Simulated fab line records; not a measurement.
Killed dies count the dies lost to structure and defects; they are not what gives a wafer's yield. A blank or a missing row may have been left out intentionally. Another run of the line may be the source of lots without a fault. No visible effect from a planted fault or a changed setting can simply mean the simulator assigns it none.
Chamber matching | flow gf180mcu | 4 sister chambers for GF_CONTACT_CMP_27 on cmp-01
The step polishes, stops on SiO2, t overpolish 15 s, target thk 0 nm. 4 wafers are shown with their chamber, then 6 later ones without.

## EACH WAFER AND ITS CHAMBER
wafer  | chamber | motor current A (A)
L934.1 | 2       | 12.3
L934.3 | 3       | 10.5
L935.2 | 0       | 9.8
L935.5 | 1       | 11.0

## WAFERS WITH NO CHAMBER GIVEN
wafer  | motor current A (A)
L935.6 | 9.5
L942.1 | 10.9
L942.4 | 13.2
L943.3 | 10.6
L943.5 | 12.5
L943.6 | 11.9

## CHAMBER TAKEN BY EACH
wafer  | from the rows above          | in truth
L935.6 | can't be placed: 0 or 3      | 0
L942.1 | can't be placed: 1 or 3      | 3
L942.4 | 2                            | 2
L943.3 | can't be placed: 3 or 1 or 0 | 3
L943.5 | 2                            | 2
L943.6 | can't be placed: 2 or 1      | 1
Correct placement for 2 of the 6. Not placeable from these rows: 4 (in 4, the candidates include the true chamber). Number placed wrongly: 0.
How it was worked out, from the rows above alone: a wafer's distance from a chamber is the root of the sum, over the readings, of the square of ((its reading less the chamber's mean) divided by the reading's scatter). If the next closest chamber is less than 2 further off than the closest, the wafer can't be placed; otherwise it belongs to the closest. A chamber's mean is the mean of its shown wafers. The scatter (one wafer shown for each chamber): square how far every hidden wafer sits from the nearest shown wafer, average those squares and take the square root.
